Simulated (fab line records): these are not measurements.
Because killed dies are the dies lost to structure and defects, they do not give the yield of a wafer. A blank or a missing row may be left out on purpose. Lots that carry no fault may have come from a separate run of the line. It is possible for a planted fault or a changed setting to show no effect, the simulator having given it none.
The tool behind it: which one? | flow gf180mcu | 12 lots (36 wafers sampled), 1 step of a 602-step route

WHAT THE GAUGES READ, wafer by wafer
GF_V1_OVL_MEAS_15.
lot  | measured     | on         | V1_OVL (nm)
L075 | day 18 10:43 | overlay-01 | -8 -8 -9
L077 | day 19 10:43 | overlay-02 | 5 10 1
L079 | day 20 01:35 | overlay-01 | -3 -6 -5
L081 | day 20 20:58 | overlay-02 | 16 5 12
L083 | day 21 14:10 | overlay-01 | -3 -3 0
L085 | day 22 12:11 | overlay-01 | 12 7 5
L087 | day 22 22:37 | overlay-02 | 0 0 -7
L089 | day 23 17:34 | overlay-02 | 6 11 5
L091 | day 24 09:53 | overlay-01 | -6 -5 3
L093 | day 24 22:37 | overlay-01 | -2 -3 0
L095 | day 25 14:40 | overlay-02 | -5 0 4
L097 | day 26 03:24 | overlay-01 | -3 -6 3

TOOL THAT RAN EACH LOT (tool first, then ch and the chambers of the sampled wafers, then the start)
Record: no process step prior to these readings.

THE ANSWER, worked out from the rows above alone
Rule: usual is defined by the lots themselves. The widest of any qualifying gaps counts: lots, ordered by their means at a reading, are off when they make up no more than a third of the lots, leave a main group of 4 or more, and stand apart from it by 3 or more times the standard deviation of that group's means. Not used: any main group whose means are identical at the precision the tables above print for the reading. A lot without any number at a reading at which 4 lots or more have one is off too. Where the step has rows for the other lots, those lots are counted as sound.
No lot is off at any reading shown: from this, nothing can be told.

WHAT THE SIMULATOR HAD PUT IN
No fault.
